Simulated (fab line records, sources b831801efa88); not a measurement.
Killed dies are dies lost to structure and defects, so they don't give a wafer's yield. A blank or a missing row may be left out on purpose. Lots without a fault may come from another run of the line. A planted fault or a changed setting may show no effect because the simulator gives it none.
fab line records | flow sky130
record lots=6 wafers=18 last_day=50
route steps=708 shown LI_CONTACT@369 PAD_OPEN@708
lots that met no fault: from a run of the same line without faults
start_h: hours from the record's first day to the start of the lot's first wafer shown | wait_h: hours since the lot's step before | " the same as in the row above | L1.1+2: a row that stands for several wafers | - no value, or no start given | * or withheld: withheld | < > ~ a bound
route shown NAME@n: a module of which the file shows steps, and the number in the route of the first | usual: mean/standard deviation of fault-free wafers | same: alike in all rows | chamber/n: place in a boat | sites: the reading at each site | _std_site: their standard deviation | _edge_site: outer sites' mean less inner sites' | radius_mm: how far each site lies from the wafer's centre | mask NAME#n: copy n | behind: the tool/chamber that last shaped the wafer | hold: why the lot was held/for how many hours/how that ended | device: the transistor (n, p or np) that didn't switch | end of line: the same wafers' tests at the end of the route | a step without rows: its recipe alone | killed: dies lost to structure and defects at the first sort, not the wafer's yield | map: a wafer's dies, x killed, . not, _ none there
set.NAME: the setting as run; set.NAME@STEP: as run at that earlier step | model.NAME: the simulator's own value behind a step, which no gauge read
lots at some steps of the route; a table a step, a row a wafer
services: from which hour (start_h, from the record's first day; less than 0 if before it) a tool's chamber was out of use, for how many hours, and why
## steps
# step SKY_LI_CONTACT_COAT_07
# recipe resist=KrF-thick spin_rpm=3000 resist_thk_nm=450
# step SKY_LI_CONTACT_SOFTBAKE_08
# recipe temp_c=100 time_s=90 resist=KrF-thick
# step SKY_LI_CONTACT_EXPOSE_09
# recipe mask_id=LICM1 na=0.8 source_shape=annular sigma_inner=0.55 sigma_outer=0.85 target_cd_nm=170 dose_mj=38
# step SKY_LI_CONTACT_PEB_10
# recipe peb_temp_c=withheld peb_time_s=withheld resist=KrF-thick
# step SKY_LI_CONTACT_DEVELOP_11
# recipe develop_time_s=60 resist=KrF-thick dev_temp_c=21
# step SKY_LI_CONTACT_CD_MEAS_12
# recipe target_cd_nm=170
# usual cd_nm=170.4/1.4
# columns lot.wafer tool chamber start_h wait_h cd_nm
L329.2 cd_sem-02 - 685.93 - 170.4
L329.3 " - " " 170.1
L329.4 " - " " 172.3
L335.1 cd_sem-01 - 732.91 - 170.9
L335.3 " - " " 170.9
L335.4 " - " " 169.8
L337.1 cd_sem-01 - 750.45 - 170.2
L337.3 " - " " 169.6
L337.4 " - " " 169.6
L347.2 cd_sem-01 - 821.51 - 170.9
L347.3 " - " " 169.3
L347.4 " - " " 170.3
L348.1 cd_sem-02 - 828.54 - 167.5
L348.2 " - " " 167.6
L348.4 " - " " 170.0
L349.1 cd_sem-02 - 838.61 - 168.9
L349.3 " - " " 167.9
L349.6 " - " " 168.6
# step SKY_LI_CONTACT_OVL_MEAS_13
# usual LI_CONTACT_OVL=-1/5.2
# columns lot.wafer tool chamber start_h wait_h LI_CONTACT_OVL[nm]
L329.2 overlay-01 - 686.04 0.1 -3
L329.3 " - " " -3
L329.4 " - " " -14
L335.1 overlay-02 - 733.03 0.1 -2
L335.3 " - " " -5
L335.4 " - " " 0
L337.1 overlay-01 - 750.57 0.1 -1
L337.3 " - " " 1
L337.4 " - " " 2
L347.2 overlay-02 - 821.62 0.1 -1
L347.3 " - " " -3
L347.4 " - " " 2
L348.1 overlay-01 - 828.66 0.1 -4
L348.2 " - " " -6
L348.4 " - " " -6
L349.1 overlay-01 - 838.73 0.1 -1
L349.3 " - " " 4
L349.6 " - " " 2
# step SKY_LI_CONTACT_ETCH_14
# recipe chemistry=N2/H2 target=BARC ion_energy_ev=200 source_w=500 bias_w=100 pressure_mtorr=30 n2_flow_sccm=100 h2_flow_sccm=200 stop_on=SiO2 time_s=45.9 target_depth_a=600
# usual drypump_motor_current_A=5.5/0.46 oes_product_au=0.855/0.0049 throttle_valve_pct=13.224/0.0095
# columns lot.wafer tool chamber start_h wait_h drypump_motor_current_A oes_product_au rf_hours_counter_h throttle_valve_pct
L329.2 rie_diel-01 3 686.07 0.0 4.9 0.852 6 13.233
L329.3 " 1 " " 5.3 0.851 8 13.209
L329.4 " 2 " " 6.2 0.861 13 13.214
L335.1 rie_diel-01 1 733.07 0.0 5.3 0.849 8 13.235
L335.3 " 3 " " 5.0 0.860 7 13.216
L335.4 " 0 " " 5.4 0.851 7 13.196
L337.1 rie_diel-02 2 750.61 0.0 5.1 0.850 3 13.223
L337.3 " 1 " " 5.8 0.850 15 13.208
L337.4 " 3 " " 6.2 0.849 5 13.201
L347.2 rie_diel-02 2 821.65 0.0 5.1 0.848 5 13.224
L347.3 " 1 " " 5.8 0.859 18 13.241
L347.4 " 0 " " 5.0 0.853 7 13.228
L348.1 rie_diel-01 2 828.70 0.0 6.2 0.853 16 13.228
L348.2 " 1 " " 5.3 0.858 11 13.227
L348.4 " 0 " " 5.4 0.855 9 13.229
L349.1 rie_diel-01 0 838.77 0.0 5.4 0.858 9 13.229
L349.3 " 3 " " 4.9 0.856 10 13.229
L349.6 " 1 " " 5.3 0.855 - 13.229
# step SKY_LI_CONTACT_ETCH_15
# recipe target=PSG chemistry=C4F8/O2/Ar stop_on=Si taper_deg=4.15 mask_material=KrF-thick source_w=1500 bias_w=1200 pressure_mtorr=40 c4f8_flow_sccm=withheld O2_flow_sccm=6 Ar_flow_sccm=300 time_s=withheld target_depth_a=6000
# usual oes_product_au=0.838/0.0048
# columns lot.wafer tool chamber start_h wait_h oes_product_au
L329.2 rie_diel-01 3 686.11 0.0 0.837
L329.3 " 1 " " 0.837
L329.4 " 2 " " 0.840
L335.1 rie_diel-01 1 733.11 0.0 0.840
L335.3 " 3 " " 0.835
L335.4 " 0 " " 0.847
L337.1 rie_diel-02 2 750.65 0.0 0.836
L337.3 " 1 " " 0.839
L337.4 " 3 " " 0.837
L347.2 rie_diel-02 2 821.69 0.0 0.836
L347.3 " 1 " " 0.839
L347.4 " 0 " " 0.839
L348.1 rie_diel-01 2 828.74 0.0 0.839
L348.2 " 1 " " 0.824
L348.4 " 0 " " 0.842
L349.1 rie_diel-01 0 838.81 0.0 0.838
L349.3 " 3 " " 0.839
L349.6 " 1 " " 0.842
# step SKY_LI_CONTACT_STRIP_16
# recipe chemistry=O2/N2 power_w=1400 pressure_mtorr=1500 platen_temp_c=withheld o2_flow_sccm=3000 n2_flow_sccm=300 overash_fraction=0.5
# usual drypump_motor_current_A=5.65/0.29 oes_product_au=0.376/0.0053 strip_time_to_endpoint_s=3.50/0.063
# columns lot.wafer tool chamber start_h wait_h drypump_motor_current_A oes_product_au rf_hours_counter_h strip_time_to_endpoint_s
L329.2 plasma_asher-04 0 686.19 - 6.06 0.369 95 3.41
L329.3 " 0 " " 6.06 0.377 - 3.50
L329.4 " 1 " " 5.44 0.372 - 3.51
L335.1 plasma_asher-01 0 733.20 - 5.89 0.378 61 3.45
L335.3 " 1 " " 5.18 0.366 - 3.39
L335.4 " 0 " " 5.89 0.369 - 3.54
L337.1 plasma_asher-03 1 750.74 - 5.68 0.383 90 3.55
L337.3 " 1 " " 5.70 0.372 - 3.43
L337.4 " 0 " " 5.69 0.383 - 3.62
L347.2 plasma_asher-03 1 821.78 - 5.70 0.377 97 3.54
L347.3 " 0 " " 5.72 0.373 - 3.45
L347.4 " 1 " " 5.71 0.372 - 3.48
L348.1 plasma_asher-04 0 828.83 - 6.08 0.372 8 3.52
L348.2 " 1 " " 5.42 0.378 8 3.48
L348.4 " 1 " " 5.41 0.385 - 3.56
L349.1 plasma_asher-04 1 838.89 - 5.40 0.371 9 3.59
L349.3 " 0 " " 6.07 0.370 - 3.44
L349.6 " 0 " " 6.07 0.385 - 3.50
# step SKY_LI_CONTACT_CLEAN_17
# recipe chemistry=NMP time_s=600 temp_c=60 dry=n2_spin
# step SKY_LI_CONTACT_PRE_CLEAN_18
# recipe gas=Ar time_s=5.6 bias_v=358
# step SKY_LI_CONTACT_SPUTTER_19
# recipe material=Ti target_thk_nm=20 chamber_pressure_pa=5 power_w=2500 substrate_temp_c=200 time_s=106.37
# usual chamber_pressure_pa=5.001/0.0081 throttle_valve_pct=29.8/0.81
# columns lot.wafer tool chamber start_h wait_h chamber_pressure_pa throttle_valve_pct model.Ti_of_LI_CONTACT_SPUTTER_19.thk_nm
L329.2 pvd_sputter-02 - 686.49 0.0 5.002 30.5 19.87
L329.3 " - " " 4.989 30.8 19.88
L329.4 " - " " 5.002 30.9 20.11
L335.1 pvd_sputter-01 - 733.49 0.0 5.000 28.4 20.04
L335.3 " - " " 5.726 26.5 17.9
L335.4 " - " " 5.005 30.1 19.87
L337.1 pvd_sputter-01 - 751.16 0.0 4.993 28.7 20.17
L337.3 " - " " 5.014 30.5 20.12
L337.4 " - " " 5.721 26.9 17.79
L347.2 pvd_sputter-02 - 822.28 0.0 4.989 29.0 20.14
L347.3 " - " " 4.994 30.1 20.18
L347.4 " - " " 5.008 31.1 20.31
L348.1 pvd_sputter-01 - 829.12 0.0 4.999 28.8 19.93
L348.2 " - " " 5.002 30.6 19.99
L348.4 " - " " 5.001 28.4 19.93
L349.1 pvd_sputter-02 - 839.19 0.0 5.009 30.8 19.71
L349.3 " - " " 5.014 29.3 20.03
L349.6 " - " " 4.998 30.9 19.76
# step SKY_LI_CONTACT_SPUTTER_20
# recipe material=TiN target_thk_nm=20 chamber_pressure_pa=5 power_w=4000 time_s=80
# usual chamber_pressure_pa=4.999/0.012 throttle_valve_pct=29.9/0.78
# columns lot.wafer tool chamber start_h wait_h chamber_pressure_pa throttle_valve_pct
L329.2 pvd_sputter-02 - 686.56 0.0 5.008 30.3
L329.3 " - " " 4.997 31.0
L329.4 " - " " 4.990 30.8
L335.1 pvd_sputter-01 - 733.57 0.0 4.994 28.6
L335.3 " - " " 4.979 29.0
L335.4 " - " " 5.008 29.9
L337.1 pvd_sputter-01 - 751.24 0.0 5.005 28.4
L337.3 " - " " 4.999 30.6
L337.4 " - " " 4.984 29.0
L347.2 pvd_sputter-02 - 822.36 0.0 4.999 29.5
L347.3 " - " " 4.995 30.5
L347.4 " - " " 4.996 30.6
L348.1 pvd_sputter-01 - 829.20 0.0 5.003 28.9
L348.2 " - " " 5.005 30.8
L348.4 " - " " 5.003 28.6
L349.1 pvd_sputter-02 - 839.26 0.0 4.996 30.8
L349.3 " - " " 4.987 29.1
L349.6 " - " " 5.003 30.8
# step SKY_PAD_OPEN_PROBE_99
# usual killed_at_M0_to_M3=44/6.5 killed_at_M4_up=2.9/1.7 killed_at_contacts=24/5.7 killed_at_front_end=16/4.4 killed_at_other=0.2/0.48 killed_dies=87/9.6 killed_open=48/6.7 killed_short=38/6.2
# same gross_dies=492 killed_at_back_side=0
# columns lot.wafer tool chamber start_h wait_h killed_at_M0_to_M3 killed_at_M4_up killed_at_contacts killed_at_front_end killed_at_other killed_dies killed_open killed_short
L348.1 prober-01 - 1185.48 0.1 46 1 21 14 0 82 47 35
L348.2 prober-01 - 1185.53 0.1 43 3 23 17 1 87 46 41
L348.4 prober-01 - 1185.63 0.2 45 6 27 10 1 89 48 41
# killed by level:class
L348.1 VIA2:geometric_particle:open=9 VIA3:geometric_particle:open=8 CONTACT:geometric_particle:open=7 LI_CONTACT:geometric_particle:open=6 VIA1:geometric_particle:open=5 METAL2:geometric_particle:short=5 POLY_GATE:geometric_particle:open=4 VIA1:geometric_particle:short=4
L348.2 VIA1:geometric_particle:open=14 LI_CONTACT:geometric_particle:open=9 POLY_GATE:geometric_particle:short=6 CONTACT:geometric_particle:short=6 VIA2:geometric_particle:open=6 VIA1:geometric_particle:short=5 METAL1:geometric_particle:short=5 VIA2:geometric_particle:short=5
L348.4 CONTACT:geometric_particle:open=12 VIA3:geometric_particle:open=8 VIA1:geometric_particle:open=7 LI_CONTACT:geometric_particle:open=6 VIA2:geometric_particle:short=5 VIA2:geometric_particle:open=5 METAL4:geometric_particle:short=5 POLY_GATE:geometric_particle:open=4
## services
# columns tool chamber start_h hours kind
pvd_sputter-01 - 663.55 0.8 repair
plasma_asher-03 - 688.47 2.8 pm
pvd_sputter-01 - 718.03 0.7 repair
pvd_sputter-01 - 721.14 5.0 repair
rie_diel-01 3 721.78 2.0 repair
plasma_asher-04 - 733.75 9.0 pm
plasma_asher-04 0 733.75 9.0 vent_cycle
plasma_asher-04 1 733.75 9.0 vent_cycle
rie_diel-02 - 740.64 1.9 repair
plasma_asher-04 0 742.75 - clean
plasma_asher-04 1 742.75 - clean
rie_diel-01 0 803.69 9.1 repair
rie_diel-02 2 807.58 5.8 repair
rie_diel-01 - 824.05 2.8 pm
plasma_asher-04 - 834.37 0.3 repair
rie_diel-02 3 838.46 15.9 repair
## key
first_sign step=SKY_LI_CONTACT_SPUTTER_19 reading=chamber_pressure_pa direction=up sigmas=89 usual=5.001 struck=5.724
effect step=SKY_LI_CONTACT_SPUTTER_19 reading=throttle_valve_pct direction=down sigmas=3.9 usual=29.8 struck=26.7
model_effect step=SKY_LI_CONTACT_SPUTTER_19 value=Ti_of_LI_CONTACT_SPUTTER_19.thk_nm without=20.23 struck=17.84
met_at SKY_LI_CONTACT_SPUTTER_19
struck_wafers L335.3,L337.4
tester_left_out L335,L337
fault kind=process_parameter_drift tool=pvd_sputter-01 chamber=- onset_h=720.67 steps=SKY_LI_CONTACT_SPUTTER_19 channel=chamber_pressure_pa offset=0.73615 shape=step end_h=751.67 acts_in=these_recipes_only stated=5 scope=struck_wafers_only
# tester_left_out: of these lots the tester's yield and bins aren't shown, on N5 and GAA mostly nor the transistor test; their killed dies are dies lost to structure and defects alone, not to doping, threshold or leakage, so they don't give the yield
